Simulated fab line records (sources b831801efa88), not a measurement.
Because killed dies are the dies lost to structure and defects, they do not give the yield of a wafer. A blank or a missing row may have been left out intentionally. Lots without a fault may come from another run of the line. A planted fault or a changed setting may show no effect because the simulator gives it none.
The tool behind it: which one? -- flow sky130 -- 18 wafers sampled from 6 lots at 1 step of a route of 708

## WHAT THE GAUGES READ, wafer by wafer
SKY_METAL2_OVL_MEAS_16.
lot,measured,on,METAL2_OVL (nm)
L437,day 36 23:45,overlay-02,3 -3 1
L440,day 37 20:57,overlay-01,-3 -10 -9
L442,day 38 14:40,overlay-01,-4 -10 -7
L450,day 40 11:13,overlay-01,-6 2 -5
L452,day 41 08:33,overlay-01,-10 -8 -6
L455,day 41 21:33,overlay-01,-9 -4 -1

## TOOL THAT RAN EACH LOT (tool first, then ch and the chambers of the sampled wafers, then the start)
Record: no process step prior to these readings.

## THE ANSWER, worked out from the rows above alone
Rule: the usual values come from the lots themselves. The widest of any qualifying gaps counts: lots, ordered by their means at a reading, are off when they make up no more than a third of the lots, leave a main group of 4 or more, and stand apart from it by 3 or more times the standard deviation of that group's means. A main group whose means are all the same, to the digits that the tables above print for the reading, isn't used. A lot without any number at a reading at which 4 lots or more have one is off too. All remaining lots with rows at the step are treated as sound.
None of the lots is off at any reading shown; this tells nothing.

## WHAT THE SIMULATOR HAD PUT IN
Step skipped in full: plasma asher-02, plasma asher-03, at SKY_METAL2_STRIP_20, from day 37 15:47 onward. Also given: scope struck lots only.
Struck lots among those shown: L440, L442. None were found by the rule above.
